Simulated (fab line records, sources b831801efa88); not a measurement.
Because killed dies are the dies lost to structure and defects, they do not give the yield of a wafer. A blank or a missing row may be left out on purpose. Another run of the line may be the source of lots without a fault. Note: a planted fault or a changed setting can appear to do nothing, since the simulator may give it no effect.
Split-lot study ; flow sfq_line ; on a route of 325 steps: 5 lots, 23 wafers read

ON THE SPLIT
At SFQ_TRILAYER_M4_LITHO_COAT_093 (resist thk 600 nm), the setting spin_rpm was moved away from the recipe's 3000 rpm on 10 of the 23 wafers read, by -7.1% to -2.8%. For the rest of the wafers, this setting stayed at what the recipe calls for.

FROM THE SPLIT ON TO THE READING: in between, the file shows 1 step
- SFQ_TRILAYER_M4_BARC_OPEN_METAL_ETCH_123: etches BARC in O2, target depth 125 nm, time 41.7 s (also split here: icp_w)

THE READING
KrF_of_TRILAYER_M4_LITHO_COAT_093.thk_nm (the simulator's own value, which no gauge read), in nm, at SFQ_TRILAYER_M4_ETCH_METAL_ETCH_096 (etches Nb in Cl2/Ar, stops on SiO2, target depth 240 nm, time 120 s). No usual value for it is given in the file. Here, 13 wafers ran the recipe; their average is 383.1 nm with a standard deviation of 3.7 nm.

wafer;tool, chamber at the split;spin_rpm as run, rpm;against the recipe;KrF_of_TRILAYER_M4_LITHO_COAT_093.thk_nm, nm;against lot-mates on the recipe
L075.1;litho_track-01, 0;3000;recipe;382.9;-
L075.5;litho_track-01, 0;3000;recipe;385;-
L075.6;litho_track-01, 0;3000;recipe;383;-
L080.1;litho_track-02, 0;2788;-7.1%;406.9;+22.7
L080.2;litho_track-02, 0;3000;recipe;385.1;-
L080.3;litho_track-02, 0;3000;recipe;379.1;-
L080.4;litho_track-02, 0;3000;recipe;388.5;-
L080.5;litho_track-02, 0;2788;-7.1%;409.2;+25.0
L081.2;litho_track-01, 0;3000;recipe;377;-
L081.3;litho_track-01, 0;2885;-3.8%;394.3;+15.4
L081.4;litho_track-01, 0;2885;-3.8%;385.8;+6.9
L081.5;litho_track-01, 0;3000;recipe;380.8;-
L081.6;litho_track-01, 0;2885;-3.8%;395.1;+16.2
L083.2;litho_track-03, 0;2814;-6.2%;405.7;+17.9
L083.3;litho_track-03, 0;2814;-6.2%;403.5;+15.7
L083.4;litho_track-03, 0;3000;recipe;386.6;-
L083.5;litho_track-03, 0;3000;recipe;389;-
L083.6;litho_track-03, 0;2814;-6.2%;406.2;+18.4
L085.1;litho_track-03, 0;3000;recipe;377.5;-
L085.2;litho_track-03, 0;3000;recipe;382.8;-
L085.4;litho_track-03, 0;2915;-2.8%;393.1;+12.0
L085.5;litho_track-03, 0;2915;-2.8%;386.2;+5.1
L085.6;litho_track-03, 0;3000;recipe;383.1;-

THE FIT
A straight line over all 23 wafers: KrF_of_TRILAYER_M4_LITHO_COAT_093.thk_nm changes by -3.37 nm for each +1% of spin_rpm; r = -0.92; the points scatter about the line by 4 nm.
The same after taking each lot's own level away (the mean of its wafers on the recipe; 23 wafers): -3.1 nm for each +1%; r = -0.95; scatter 2.9 nm.
That fit puts the effect of the largest move of spin_rpm on the reading at 22 nm.
From 378.90 to 387.80 nm: that is the span of the lots' own levels, equal to 2.4 times the standard deviation above.
So the lot-to-lot level changes the slope little: the two slopes agree.
Check: +21.8 nm against its lot-mates is what the line predicts for one of the wafers moved furthest among these (-7.1%) when that wafer is left out of the fit. It came out at +22.7 nm against them.

FURTHER SPLITS ON THESE WAFERS
These wafers also went through other splits before the reading. Each is held against what the fit with the lots' levels taken away leaves over:
other split on the same wafers;wafers away from the commonest value;r with KrF_of_TRILAYER_M4_LITHO_COAT_093.thk_nm (lot level and that fit taken away)
SFQ_TRILAYER_M2_LITHO_EXPOSE_058 dose_mj;9;-0.14
SFQ_TRILAYER_I2_VIA_LITHO_COAT_072 resist_thk_nm;7;-0.06
SFQ_TRILAYER_M3_DEP_SPUTTER_073 power_w;9;+0.03
SFQ_TRILAYER_M3_ETCH_METAL_ETCH_078 bias_w;10;+0.24
SFQ_TRILAYER_I3_VIA_LITHO_COAT_085 spin_rpm;7;-0.14
SFQ_TRILAYER_I3_VIA_ETCH_VIA_ETCH_088 source_w;8;+0.13
SFQ_TRILAYER_M4_BARC_OPEN_METAL_ETCH_123 icp_w;7;-0.10

THE WHOLE CHAIN: every reading that the file lists as answering this split, in the file's order
step;what it does;reading;change (the file's fit);r (the file's)
SFQ_TRILAYER_M4_LITHO_COAT_093;resist thk 600 nm;KrF_of_TRILAYER_M4_LITHO_COAT_093.thk_nm (the simulator's own value, which no gauge read);-3.29 nm for each +1% of the setting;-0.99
SFQ_TRILAYER_M4_BARC_OPEN_METAL_ETCH_123;etches BARC in O2, target depth 125 nm, time 41.7 s;KrF_of_TRILAYER_M4_LITHO_COAT_093.thk_nm (the simulator's own value, which no gauge read);-3.16 nm for each +1% of the setting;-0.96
SFQ_TRILAYER_M4_ETCH_METAL_ETCH_096;etches Nb in Cl2/Ar, stops on SiO2, target depth 240 nm, time 120 s;KrF_of_TRILAYER_M4_LITHO_COAT_093.thk_nm (the simulator's own value, which no gauge read);-3.14 nm for each +1% of the setting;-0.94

FILE'S OWN FIT
KrF_of_TRILAYER_M4_LITHO_COAT_093.thk_nm changes by -3.14 nm for each +1% of spin_rpm, r = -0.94.
